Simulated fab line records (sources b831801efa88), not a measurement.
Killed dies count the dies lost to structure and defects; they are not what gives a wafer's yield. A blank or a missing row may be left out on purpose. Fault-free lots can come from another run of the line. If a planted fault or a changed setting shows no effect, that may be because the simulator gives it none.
Struck lot and sound lot, side by side -- flow sky130 -- 33 steps out of a route of 708
Sound: the wafers L681.2, L681.3, L681.6. Struck: wafers L684.1, L684.2, L684.3. The cause is given at the end.
At each step with rows: each side's tool, then ch and its chambers, then its first start. Under that, the readings that differ: sound wafers -- struck wafers -- difference of the means -- sigmas: that difference in standard deviations of wafers without a fault.
alike: same words and numbers on both sides, and readings whose means sit less than 2 such deviations apart. not compared: any withheld reading, any reading some wafer has no value for, any bound like >300 that may hide the same value, and any number with overlapping values for which the record gives no deviation.
Wherever a step has rows on one side only, a row that says differs or no value, or a row with sigmas, the two part there. Numbers that have no deviation but don't overlap get no sigmas and don't part them. A reading that every wafer of one side lacks parts them only if that side has two wafers or more.

SKY_SD_P_CD_MEAS_07 targets a cd of 380 nm.
  sound: cdSem-01 at day 29 12:47; struck: cdSem-01 at day 30 07:28
reading,sound,struck,difference,sigmas
cdNm (nm),384.4 383.8 382.4,378.6 377.2 378.1,-5.6,-2
SKY_SD_P_OVL_MEAS_08:
  sound: overlay-02 at day 29 12:53; struck: overlay-02 at day 30 07:35
  alike: SD_P_OVL
next, for these wafers, 1 step has no rows: SKY_SD_P_IMPLANT_09.
SKY_SD_P_STRIP_10: strips in O2/N2.
  sound on plasmaAsher-03 ch 0,1, day 29 13:04; struck on plasmaAsher-04 ch 0,1, day 30 07:46
  alike: drypumpMotorCurrentA, oesProductAu, stripTimeToEndpointS
  not compared: rfHoursCounterH
SKY_SD_P_TW_MEAS_11:
  sound: filmMetro-04 at day 29 13:10; struck: filmMetro-03 at day 30 07:52
  alike: SD_P_TW
then, 7 steps without rows for these wafers: SKY_RES_XHIGH_DEHYDRATE_00 (time 60 s); SKY_RES_XHIGH_HMDS_01 (prime time 60 s); SKY_RES_XHIGH_COAT_02 (resist thk 1140 nm); SKY_RES_XHIGH_SOFTBAKE_03 (time 60 s); SKY_RES_XHIGH_EXPOSE_04 (exposes mask URPM, target cd 1270 nm); SKY_RES_XHIGH_PEB_05; SKY_RES_XHIGH_DEVELOP_06 (develop time 60 s).
SKY_RES_XHIGH_IMPLANT_07:
  sound on implanter-03 ch 0, day 30 16:54; struck on implanter-01 ch 0, day 31 11:44
reading,sound,struck,difference,sigmas
doseIonsCm2,3.592e+14 3.596e+14 3.597e+14,3.052e+14 3.045e+14 3.052e+14,-5.453e+13,-99 or more
  alike: beamEnergyKeV
SKY_RES_XHIGH_STRIP_08: strips in O2/N2.
  sound on plasmaAsher-02 ch 0,1, day 30 17:02; struck on plasmaAsher-01 ch 0,1, day 31 11:53
  alike: drypumpMotorCurrentA, oesProductAu, stripTimeToEndpointS
  not compared: rfHoursCounterH
SKY_RES_XHIGH_TW_MEAS_09:
  sound: filmMetro-04 at day 30 17:08; struck: filmMetro-04 at day 31 12:13
reading,sound,struck,difference,sigmas
RES_XHIGH_TW,1638 1633 1631,1551 1548 1548,-85,-9
  not compared: hold
then, 6 steps without rows for these wafers: SKY_SD_N_HMDS_01 (prime time 60 s); SKY_SD_N_COAT_02 (resist thk 1140 nm); SKY_SD_N_SOFTBAKE_03 (time 60 s); SKY_SD_N_EXPOSE_04 (exposes mask NSDM, target cd 380 nm); SKY_SD_N_PEB_05; SKY_SD_N_DEVELOP_06 (develop time 60 s).
SKY_SD_N_CD_MEAS_07 targets a cd of 380 nm.
  sound: cdSem-01 at day 31 21:14; struck: cdSem-02 at day 32 15:28
reading,sound,struck,difference,sigmas
cdNm (nm),381.5 386.3 380.8,378.1 373.7 375.9,-7.0,-3
SKY_SD_N_OVL_MEAS_08:
  sound: overlay-01 at day 31 21:20; struck: overlay-01 at day 32 15:35
  alike: SD_N_OVL
then, 2 steps without rows for these wafers: SKY_SD_N_IMPLANT_09; SKY_SD_N_IMPLANT_10.
SKY_SD_N_STRIP_11: strips in O2/N2.
  sound on plasmaAsher-03 ch 0,1, day 31 21:40; struck on plasmaAsher-01 ch 0,1, day 32 15:55
  alike: drypumpMotorCurrentA, oesProductAu, stripTimeToEndpointS
  not compared: rfHoursCounterH
SKY_SD_N_TW_MEAS_12:
  sound: filmMetro-04 at day 31 21:46; struck: filmMetro-04 at day 32 16:01
  alike: SD_N_TW
then, 1 step without rows for these wafers: SKY_SD_N_CLEAN_13 (cleans in SC1/SC2, time 150 s).
SKY_SD_N_RTA_14: time 2 s.
  sound on rtpAnneal-01 ch 0, day 31 21:53; struck on rtpAnneal-02 ch 0, day 32 16:07
  alike: lampPowerPct, wafer_temp_C_max
SKY_SD_N_RS_MEAS_16: a four-point-probe measurement.
  sound: filmMetro-03 at day 31 22:04; struck: filmMetro-03 at day 32 16:18
  alike: SD_N_RS
SKY_SD_N_RS_MEAS_17: a four-point-probe measurement.
  sound: filmMetro-03 at day 31 22:11; struck: filmMetro-03 at day 32 16:25
reading,sound,struck,difference,sigmas
SD_P_RS (ohm/sq),147.3 147.4 147.0,146.4 146.4 146.4,-0.8,-2
SKY_SD_N_RS_MEAS_18: a four-point-probe measurement.
  sound: filmMetro-03 at day 31 22:19; struck: filmMetro-03 at day 32 16:49
reading,sound,struck,difference,sigmas
RES_XHIGH_RS (ohm/sq),334.1 333.8 334.4,378.9 378.1 378.5,+44.4,+46
  not compared: hold
next, for these wafers, 1 step has no rows: SKY_PAD_OPEN_PROBE_99.

WHERE THEY PART
Last at SKY_SD_N_RS_MEAS_18 as far as this record goes, first at SKY_SD_P_CD_MEAS_07.

WHY: what the simulator had put in
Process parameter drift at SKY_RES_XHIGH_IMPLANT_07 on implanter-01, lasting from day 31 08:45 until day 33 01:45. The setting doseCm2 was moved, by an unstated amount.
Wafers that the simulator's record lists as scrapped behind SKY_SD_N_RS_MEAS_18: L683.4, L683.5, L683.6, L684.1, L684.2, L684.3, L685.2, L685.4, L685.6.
